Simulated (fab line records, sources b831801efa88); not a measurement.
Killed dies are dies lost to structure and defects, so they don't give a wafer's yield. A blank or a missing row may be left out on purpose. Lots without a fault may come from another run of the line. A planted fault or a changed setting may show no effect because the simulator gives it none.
Which tool did it? | flow sky130 | 6 lots, 17 wafers sampled, at 2 steps of a route of 708

WHAT THE GAUGES READ, wafer by wafer
SKY_METAL1_RS_MEAS_05: measures by four-point-probe.
lot  | measured     | on            | METAL1_ALCU_RS (ohm/sq)
L766 | day 34 18:19 | film_metro-01 | 0.0994 0.1296 0.0997 0.1297
L769 | day 35 12:36 | film_metro-03 | 0.1279 0.1284 0.1271
L771 | day 36 11:11 | film_metro-01 | 0.1257 0.1260 0.1249
L773 | day 37 17:31 | film_metro-04 | 0.1286 0.1278 0.1294
L777 | day 38 02:53 | film_metro-04 | 0.1256 0.1268 0.1264
L779 | day 38 20:16 | film_metro-01 | 0.1264 0.1262 0.1266

WHICH TOOL RAN EACH LOT (tool, then ch and the chambers of the sampled wafers, then the start)
lot  | SKY_METAL1_SPUTTER_02
L766 | pvd_sputter-03, day 34 18:14
L769 | pvd_sputter-01, day 35 12:29
L771 | pvd_sputter-04, day 36 11:04
L773 | pvd_sputter-04, day 37 17:24
L777 | pvd_sputter-03, day 38 02:46
L779 | pvd_sputter-04, day 38 20:10
- SKY_METAL1_SPUTTER_02: material AlCu, target thk 250 nm, time 13.3 s.

THE ANSWER, worked out from the rows above alone
Rule: what is usual is taken from the lots themselves. Put in order of their means at a reading, lots are off if they are a third of the lots or fewer, leave a main group of 4 or more, and stand apart from it by a gap of 3 or more times the standard deviation of the main group's means; of several such gaps the widest counts. A main group whose means are all the same, to the digits that the tables above print for the reading, isn't used. A lot without any number at a reading at which 4 lots or more have one is off too. The other lots that the step has rows for count as sound.
Off: L766, at SKY_METAL1_RS_MEAS_05 (METAL1_ALCU_RS). The main group: mean 0.1269 ohm/sq, standard deviation 0.0011.
A tool fits if, at a process step before that reading, it ran every lot that is off, and no sound lot after the first of them. The gauges at SKY_METAL1_RS_MEAS_05 are tried like those tools. None of those tried fits.

WHAT THE SIMULATOR HAD PUT IN
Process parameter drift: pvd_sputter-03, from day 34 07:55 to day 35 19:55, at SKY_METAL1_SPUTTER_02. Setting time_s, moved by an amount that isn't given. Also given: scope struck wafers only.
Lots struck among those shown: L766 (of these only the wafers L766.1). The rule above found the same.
